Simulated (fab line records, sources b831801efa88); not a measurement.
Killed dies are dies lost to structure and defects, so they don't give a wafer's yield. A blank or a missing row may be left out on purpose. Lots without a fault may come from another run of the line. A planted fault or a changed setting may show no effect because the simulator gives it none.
fab line records | flow gf180mcu
record lots=15 wafers=45 last_day=34
route steps=602 shown STI@31 DNWELL@40 NWELL@52 VT_IMPLANT@99 CONTACT@302
lots that met no fault: from a run of the same line without faults
start_h: hours from the record's first day to the start of the lot's first wafer shown | wait_h: hours since the lot's step before | " the same as in the row above | L1.1+2: a row that stands for several wafers | - no value, or no start given | * or withheld: withheld | < > ~ a bound
route shown NAME@n: a module of which the file shows steps, and the number in the route of the first | usual: mean/standard deviation of fault-free wafers | same: alike in all rows | chamber/n: place in a boat | sites: the reading at each site | _std_site: their standard deviation | _edge_site: outer sites' mean less inner sites' | radius_mm: how far each site lies from the wafer's centre | mask NAME#n: copy n | behind: the tool/chamber that last shaped the wafer | hold: why the lot was held/for how many hours/how that ended | device: the transistor (n, p or np) that didn't switch | end of line: the same wafers' tests at the end of the route | a step without rows: its recipe alone | killed: dies lost to structure and defects at the first sort, not the wafer's yield | map: a wafer's dies, x killed, . not, _ none there
set.NAME: the setting as run; set.NAME@STEP: as run at that earlier step | model.NAME: the simulator's own value behind a step, which no gauge read
steps of the route over a sample of lots; a table a step, a row a wafer
services: from which hour (start_h, from the record's first day; less than 0 if before it) a tool's chamber was out of use, for how many hours, and why
## steps
# step GF_STI_THK_MEAS_30
# recipe reads=SiO2_of_STI_OXIDATION_29
# usual STI_OXIDATION_02_THK=10.08/0.22
# columns lot.wafer tool chamber start_h wait_h STI_OXIDATION_02_THK[nm]
L464.2 film_metro-04 - 35.90 0.0 10.36
L464.4 " - " " 10.39
L464.6 " - " " 10.55
L465.4 film_metro-03 - 38.76 0.0 10.13
L465.5 " - " " 10.29
L465.6 " - " " 10.04
L467.1 film_metro-03 - 48.49 0.0 10.22
L467.3 " - " " 10.15
L467.5 " - " " 10.18
L468.1 film_metro-02 - 56.58 0.0 10.09
L468.4 " - " " 10.11
L468.5 " - " " 10.15
L469.1 film_metro-02 - 59.41 0.0 10.50
L469.3 " - " " 10.44
L469.6 " - " " 10.55
L470.4 film_metro-03 - 63.48 0.0 10.11
L470.5 " - " " 10.19
L470.6 " - " " 10.27
L471.2 film_metro-02 - 66.23 0.0 9.86
L471.3 " - " " 10.14
L471.5 " - " " 10.09
L472.1 film_metro-02 - 71.07 0.0 10.27
L472.2 " - " " 10.41
L472.4 " - " " 10.44
L479.2 film_metro-02 - 108.59 0.0 9.62
L479.3 " - " " 9.61
L479.4 " - " " 9.60
L481.1 film_metro-02 - 118.37 0.0 9.96
L481.3 " - " " 9.92
L481.6 " - " " 9.92
L482.1 film_metro-04 - 122.46 0.1 10.28
L482.2 " - " " 9.97
L482.6 " - " " 10.18
L483.1 film_metro-03 - 127.91 0.0 10.05
L483.2 " - " " 10.09
L483.5 " - " " 10.12
L484.3 film_metro-03 - 132.68 0.0 10.00
L484.4 " - " " 10.07
L484.5 " - " " 10.13
L485.1 film_metro-04 - 137.91 0.0 9.56
L485.3 " - " " 9.48
L485.4 " - " " 9.70
L487.1 film_metro-04 - 147.90 0.0 9.98
L487.3 " - " " 9.99
L487.4 " - " " 9.86
# step GF_DNWELL_STRIP_08
# recipe chemistry=O2/N2 power_w=1400 pressure_mtorr=1500 platen_temp_c=250 o2_flow_sccm=3000 n2_flow_sccm=300 overash_fraction=0.5
# usual chamber_pressure_mTorr=1500.0/1.3 drypump_motor_current_A=5.81/0.18 heater_power_w=320/31 oes_product_au=0.722/0.0044 strip_time_to_endpoint_s=36.94/0.11
# columns lot.wafer tool chamber start_h wait_h chamber_pressure_mTorr drypump_motor_current_A heater_power_w oes_product_au rf_hours_counter_h strip_time_to_endpoint_s
L464.2 plasma_asher-02 1 48.31 0.1 1498.7 5.75 286 0.725 25 37.07
L464.4 " 1 " " 1499.7 5.76 286 0.724 - 37.13
L464.6 " 0 " " 1501.1 5.64 321 0.720 - 37.06
L465.4 plasma_asher-02 1 51.18 0.1 1497.9 5.76 279 0.724 - 37.02
L465.5 " 0 " " 1501.4 5.64 316 0.723 - 37.00
L465.6 " 1 " " 1499.7 5.75 283 0.723 - 37.06
L467.1 plasma_asher-02 0 60.81 0.1 1500.0 5.64 327 0.717 27 36.88
L467.3 " 0 " " 1498.5 5.65 321 0.717 - 36.89
L467.5 " 1 " " 1501.0 5.76 278 0.725 - 36.98
L468.1 plasma_asher-04 0 69.29 0.1 1499.3 6.12 313 0.729 42 36.97
L468.4 " 0 " " 1498.3 6.09 319 0.713 - 36.97
L468.5 " 1 " " 1499.4 6.02 340 0.736 - 37.11
L469.1 plasma_asher-01 1 72.41 0.1 - - - - - -
L469.3 " 1 " " - - - - - -
L469.6 " 1 " " - - - - - -
L470.4 plasma_asher-04 1 76.34 0.1 - - - - - -
L470.5 " 1 " " - - - - - -
L470.6 " 0 " " - - - - - -
L471.2 plasma_asher-02 0 79.46 0.1 - - - - - -
L471.3 " 0 " " - - - - - -
L471.5 " 1 " " - - - - - -
L472.1 plasma_asher-01 1 84.99 0.1 1499.9 5.60 376 0.717 43 36.79
L472.2 " 0 " " 1499.1 5.77 298 0.724 43 36.91
L472.4 " 0 " " 1500.6 5.81 301 0.722 - 36.78
L479.2 plasma_asher-04 1 122.85 0.1 1498.8 6.02 346 0.718 49 36.96
L479.3 " 0 " " 1501.2 6.10 314 0.717 - 36.98
L479.4 " 1 " " 1498.8 6.01 334 0.722 - 37.04
L481.1 plasma_asher-04 1 133.15 0.1 1499.2 6.00 339 0.726 50 37.06
L481.3 " 1 " " 1499.8 6.01 339 0.723 - 37.12
L481.6 " 1 " " 1497.5 6.05 342 0.719 - 37.01
L482.1 plasma_asher-01 0 137.45 0.1 1499.1 5.73 286 0.728 2 36.73
L482.2 " 1 " " 1500.5 5.59 395 0.724 2 36.83
L482.6 " 0 " " 1499.6 5.73 289 0.724 - 36.87
L483.1 plasma_asher-04 1 142.95 0.1 1498.0 6.00 350 0.724 51 36.91
L483.2 " 0 " " 1498.6 6.11 325 0.722 51 36.84
L483.5 " 0 " " 1501.4 6.11 318 0.724 - 36.81
L484.3 plasma_asher-02 0 148.50 0.1 1498.4 5.66 324 0.721 - 36.98
L484.4 " 1 " " 1501.9 5.76 273 0.717 - 36.82
L484.5 " 0 " " 1498.0 5.65 313 0.728 - 36.87
L485.1 plasma_asher-02 0 153.04 0.1 1500.3 5.63 323 0.721 36 36.73
L485.3 " 0 " " 1498.4 5.64 317 0.723 - 36.79
L485.4 " 1 " " 1499.9 5.77 277 0.721 - 36.87
L487.1 plasma_asher-04 0 163.67 0.1 1499.6 6.11 325 0.724 53 37.09
L487.3 " 1 " " 1498.8 5.98 340 0.725 - 37.04
L487.4 " 0 " " 1500.7 6.11 315 0.719 - 37.06
# step GF_NWELL_STRIP_10
# recipe chemistry=O2/N2 power_w=1400 pressure_mtorr=1500 platen_temp_c=250 o2_flow_sccm=3000 n2_flow_sccm=300 overash_fraction=0.5
# usual chamber_pressure_mTorr=1500.0/1.4 drypump_motor_current_A=5.75/0.23 heater_power_w=330/34 oes_product_au=0.723/0.0046 strip_time_to_endpoint_s=36.91/0.085
# columns lot.wafer tool chamber start_h wait_h chamber_pressure_mTorr drypump_motor_current_A heater_power_w oes_product_au rf_hours_counter_h strip_time_to_endpoint_s
L464.2 plasma_asher-03 0 60.64 0.1 1500.4 5.75 287 0.721 40 37.00
L464.4 " 1 " " 1500.7 5.43 350 0.716 - 36.99
L464.6 " 1 " " 1500.5 5.43 339 0.725 - 37.08
L465.4 plasma_asher-03 1 63.85 0.1 1497.4 5.40 354 0.726 - 36.96
L465.5 " 1 " " 1498.6 5.42 351 0.718 - 36.88
L465.6 " 0 " " 1500.4 5.76 285 0.720 - 37.03
L467.1 plasma_asher-03 0 74.53 0.1 1500.7 5.73 286 0.729 42 36.90
L467.3 " 0 " " 1499.8 5.74 287 0.730 - 36.86
L467.5 " 0 " " 1500.2 5.74 291 0.719 - 36.99
L468.1 plasma_asher-04 0 82.26 0.1 1500.7 6.10 317 0.725 44 36.77
L468.4 " 0 " " 1500.6 6.09 326 0.725 - 36.70
L468.5 " 1 " " 1502.2 5.99 354 0.721 - 36.81
L469.1 plasma_asher-01 1 84.71 0.1 1500.8 5.59 370 0.741 43 81.30
L469.3 " 0 " " 1499.8 5.74 297 0.742 - 81.21
L469.6 " 1 " " 1502.1 5.56 375 0.739 - 81.29
L470.4 plasma_asher-01 1 90.51 0.1 1499.7 5.58 379 0.742 - 81.41
L470.5 " 0 " " 1499.4 5.73 298 0.746 - 81.10
L470.6 " 1 " " 1500.9 5.58 367 0.741 - 81.17
L471.2 plasma_asher-01 1 93.19 0.1 1501.4 5.62 379 0.737 44 81.12
L471.3 " 0 " " 1501.5 5.74 295 0.744 - 81.01
L471.5 " 1 " " 1503.1 5.61 378 0.745 - 81.06
L472.1 plasma_asher-01 0 98.79 0.1 1501.8 5.76 295 0.729 44 36.78
L472.2 " 1 " " 1500.1 5.60 371 0.721 44 36.95
L472.4 " 0 " " 1498.0 5.77 304 0.720 - 36.96
L479.2 plasma_asher-03 1 137.99 0.1 1498.0 5.43 350 0.719 48 36.89
L479.3 " 0 " " 1499.1 5.73 296 0.719 - 36.86
L479.4 " 1 " " 1500.4 5.43 354 0.727 - 36.90
L481.1 plasma_asher-01 0 148.46 0.1 1499.8 5.71 295 0.718 3 36.98
L481.3 " 1 " " 1499.8 5.58 403 0.720 - 36.92
L481.6 " 1 " " 1500.8 5.56 396 0.725 - 36.89
L482.1 plasma_asher-04 1 152.84 0.1 1499.3 6.04 342 0.726 52 36.91
L482.2 " 0 " " 1501.9 6.10 316 0.720 52 36.89
L482.6 " 1 " " 1501.8 6.00 348 0.728 - 36.88
L483.1 plasma_asher-03 0 159.51 0.1 1501.7 5.73 286 0.731 51 36.96
L483.2 " 1 " " 1498.4 5.43 347 0.728 51 36.87
L483.5 " 1 " " 1500.7 5.44 351 0.715 - 36.85
L484.3 plasma_asher-04 1 164.90 0.1 1498.2 6.00 336 0.728 - 36.84
L484.4 " 0 " " 1498.1 6.11 321 0.717 - 36.92
L484.5 " 0 " " 1499.0 6.09 322 0.730 - 36.94
L485.1 plasma_asher-01 1 169.36 0.1 1499.5 5.59 400 0.726 5 36.78
L485.3 " 0 " " 1499.0 5.77 284 0.721 - 36.84
L485.4 " 1 " " 1497.7 5.59 392 0.721 - 36.88
L487.1 plasma_asher-01 1 180.61 0.1 1498.6 5.58 387 0.725 7 36.91
L487.3 " 1 " " 1500.4 5.57 395 0.727 - 36.84
L487.4 " 0 " " 1500.7 5.75 289 0.727 - 36.80
# step GF_NWELL_TW_MEAS_11
# usual NWELL_TW=1573/13
# columns lot.wafer tool chamber start_h wait_h NWELL_TW
L464.2 film_metro-01 - 60.75 0.1 1576
L464.4 " - " " 1577
L464.6 " - " " 1577
L465.4 film_metro-03 - 63.94 0.1 1563
L465.5 " - " " 1567
L465.6 " - " " 1570
L467.1 film_metro-02 - 74.63 0.1 1572
L467.3 " - " " 1574
L467.5 " - " " 1570
L468.1 film_metro-03 - 82.36 0.1 1560
L468.4 " - " " 1568
L468.5 " - " " 1573
L469.1 film_metro-01 - 84.81 0.1 30
L469.3 " - " " 30
L469.6 " - " " 30
L470.4 film_metro-01 - 90.61 0.1 30
L470.5 " - " " 30
L470.6 " - " " 30
L471.2 film_metro-02 - 93.30 0.1 30
L471.3 " - " " 30
L471.5 " - " " 30
L472.1 film_metro-03 - 98.89 0.1 1565
L472.2 " - " " 1562
L472.4 " - " " 1556
L479.2 film_metro-01 - 138.10 0.1 1592
L479.3 " - " " 1588
L479.4 " - " " 1588
L481.1 film_metro-03 - 148.56 0.1 1572
L481.3 " - " " 1562
L481.6 " - " " 1568
L482.1 film_metro-03 - 152.94 0.1 1552
L482.2 " - " " 1569
L482.6 " - " " 1569
L483.1 film_metro-02 - 159.61 0.1 1582
L483.2 " - " " 1572
L483.5 " - " " 1576
L484.3 film_metro-03 - 164.98 0.1 1575
L484.4 " - " " 1574
L484.5 " - " " 1565
L485.1 film_metro-03 - 169.46 0.1 1562
L485.3 " - " " 1565
L485.4 " - " " 1572
L487.1 film_metro-03 - 180.71 0.1 1562
L487.3 " - " " 1567
L487.4 " - " " 1556
# step GF_VT_IMPLANT_STRIP_09
# recipe chemistry=O2/N2 power_w=1400 pressure_mtorr=1500 platen_temp_c=250 o2_flow_sccm=3000 n2_flow_sccm=300 overash_fraction=0.5
# usual chamber_pressure_mTorr=1500.1/1.4 drypump_motor_current_A=5.73/0.23 heater_power_w=329/37 oes_product_au=0.716/0.0045 strip_time_to_endpoint_s=12.61/0.038
# columns lot.wafer tool chamber start_h wait_h chamber_pressure_mTorr drypump_motor_current_A heater_power_w oes_product_au rf_hours_counter_h strip_time_to_endpoint_s
L464.2 plasma_asher-04 1 116.83 0.1 1500.9 6.02 344 0.723 48 12.60
L464.4 " 1 " " 1499.3 6.01 345 0.711 - 12.64
L464.6 " 1 " " 1499.2 6.02 353 0.720 - 12.61
L465.4 plasma_asher-03 0 119.46 0.1 1498.8 5.75 295 0.716 - 12.69
L465.5 " 1 " " 1497.8 5.41 358 0.705 - 12.64
L465.6 " 0 " " 1496.9 5.75 289 0.718 - 12.60
L467.1 plasma_asher-04 0 132.24 0.1 1501.2 6.12 319 0.720 50 12.62
L467.3 " 0 " " 1502.0 6.11 314 0.721 - 12.59
L467.5 " 1 " " 1501.8 6.01 348 0.716 - 12.61
L468.1 plasma_asher-01 1 140.08 0.1 1501.3 5.56 400 0.710 2 12.59
L468.4 " 1 " " 1501.4 5.59 388 0.717 - 12.68
L468.5 " 1 " " 1499.9 5.58 387 0.711 - 12.60
L469.1 plasma_asher-03 1 142.48 0.1 1502.4 5.44 348 0.714 49 12.66
L469.3 " 0 " " 1499.4 5.75 283 0.726 - 12.67
L469.6 " 1 " " 1500.4 5.40 350 0.714 - 12.66
L470.4 plasma_asher-04 0 149.87 0.1 1499.7 6.09 324 0.724 - 12.66
L470.5 " 1 " " 1501.0 6.01 349 0.723 - 12.71
L470.6 " 0 " " 1499.8 6.10 314 0.715 - 12.69
L471.2 plasma_asher-04 0 151.99 0.1 1500.4 6.11 318 0.720 51 12.60
L471.3 " 1 " " 1499.5 5.99 344 0.716 - 12.60
L471.5 " 0 " " 1498.5 6.09 324 0.718 - 12.60
L472.1 plasma_asher-03 0 157.84 0.1 1503.3 5.75 290 0.712 50 12.60
L472.2 " 1 " " 1501.1 5.41 349 0.718 50 12.58
L472.4 " 0 " " 1499.1 5.75 288 0.713 - 12.58
L479.2 plasma_asher-03 0 203.96 0.1 1499.8 5.74 294 0.708 55 12.62
L479.3 " 0 " " 1498.6 5.75 282 0.712 - 12.66
L479.4 " 1 " " 1502.4 5.43 354 0.712 - 12.68
L481.1 plasma_asher-01 1 215.21 0.1 1500.1 5.58 396 0.719 10 12.58
L481.3 " 0 " " 1500.3 5.71 286 0.716 - 12.60
L481.6 " 1 " " 1499.8 5.59 381 0.722 - 12.60
L482.1 plasma_asher-03 1 222.11 0.1 1499.2 5.41 347 0.713 57 12.58
L482.2 " 0 " " 1499.0 5.75 294 0.731 57 12.63
L482.6 " 0 " " 1501.0 5.74 282 0.718 - 12.63
L483.1 plasma_asher-03 1 228.38 0.1 1499.7 5.41 355 0.717 58 12.55
L483.2 " 0 " " 1500.6 5.75 279 0.715 58 12.53
L483.5 " 0 " " 1502.0 5.74 291 0.717 - 12.57
L484.3 plasma_asher-03 1 234.71 0.1 1500.2 5.43 363 0.712 - 12.62
L484.4 " 0 " " 1502.2 5.75 293 0.711 - 12.64
L484.5 " 0 " " 1499.2 5.76 289 0.712 - 12.61
L485.1 plasma_asher-01 1 240.51 0.1 1500.6 5.59 387 0.713 13 12.51
L485.3 " 1 " " 1500.6 5.60 392 0.714 - 12.54
L485.4 " 0 " " 1501.1 5.75 284 0.719 - 12.53
L487.1 plasma_asher-03 0 252.63 0.1 1501.1 5.75 287 0.720 60 12.62
L487.3 " 1 " " 1500.8 5.43 355 0.718 - 12.62
L487.4 " 0 " " 1499.7 5.75 291 0.719 - 12.65
# step GF_CONTACT_OVL_MEAS_15
# usual CONTACT_OVL=2/5.3
# columns lot.wafer tool chamber start_h wait_h CONTACT_OVL[nm]
L464.2 overlay-01 - 366.64 0.1 -10
L464.4 " - " " -8
L464.6 " - " " -11
L465.4 overlay-01 - 369.08 0.1 9
L465.5 " - " " 13
L465.6 " - " " 11
L467.1 overlay-01 - 390.63 0.1 -1
L467.3 " - " " 4
L467.5 " - " " 1
L468.1 overlay-01 - 404.53 0.1 5
L468.4 " - " " 5
L468.5 " - " " 8
L469.1 overlay-01 - 407.12 0.1 9
L469.3 " - " " 5
L469.6 " - " " 4
L470.4 overlay-02 - 418.14 0.1 -4
L470.5 " - " " -3
L470.6 " - " " 0
L471.2 overlay-02 - 421.17 0.1 3
L471.3 " - " " 4
L471.5 " - " " 3
L472.1 overlay-01 - 431.23 0.1 -6
L472.2 " - " " 4
L472.4 " - " " 0
L479.2 overlay-02 - 498.44 0.1 3
L479.3 " - " " 3
L479.4 " - " " 8
L481.1 overlay-02 - 512.81 0.1 -5
L481.3 " - " " 0
L481.6 " - " " 4
L482.1 overlay-02 - 522.26 0.1 1
L482.2 " - " " -4
L482.6 " - " " 8
L483.1 overlay-01 - 524.72 0.1 1
L483.2 " - " " 4
L483.5 " - " " -2
L484.3 overlay-02 - 539.47 0.1 0
L484.4 " - " " 1
L484.5 " - " " 6
L485.1 overlay-01 - 542.28 0.1 2
L485.3 " - " " -4
L485.4 " - " " -1
L487.1 overlay-01 - 562.36 0.1 7
L487.3 " - " " 7
L487.4 " - " " 11
## services
# columns tool chamber start_h hours kind
plasma_asher-02 - 97.22 6.8 repair
plasma_asher-01 - 108.75 9.0 pm
plasma_asher-01 0 108.75 9.0 vent_cycle
plasma_asher-01 1 108.75 9.0 vent_cycle
plasma_asher-01 0 117.75 - clean
plasma_asher-01 1 117.75 - clean
plasma_asher-04 - 247.79 3.6 repair
## key
first_sign step=GF_DNWELL_STRIP_08 reading=tool_record direction=missing
effect step=GF_NWELL_STRIP_10 reading=strip_time_to_endpoint_s direction=up sigmas=99+ usual=* struck=*
effect step=GF_NWELL_TW_MEAS_11 reading=NWELL_TW direction=down sigmas=99+ usual=1573 struck=30
met_at GF_DNWELL_STRIP_08
struck_lots L469,L470,L471
sort_left_out L469.1,L469.3,L469.6,L470.4,L470.5,L470.6,L471.2,L471.3,L471.5
tester_left_out L469,L470,L471
not_acting_at GF_STI_THK_MEAS_30,GF_VT_IMPLANT_STRIP_09,GF_CONTACT_OVL_MEAS_15
onset_between 69.29 72.41
fault kind=skipped_step_whole tool=plasma_asher-01,plasma_asher-02,plasma_asher-04 chamber=- onset_h=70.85 steps=GF_DNWELL_STRIP_08 scope=struck_lots_only
# tester_left_out: of these lots the tester's yield and bins aren't shown, on N5 and GAA mostly nor the transistor test; their killed dies are dies lost to structure and defects alone, not to doping, threshold or leakage, so they don't give the yield
# sort_left_out: the simulated sort isn't trusted on such a fault, so these wafers' sort isn't shown, and their yield isn't known
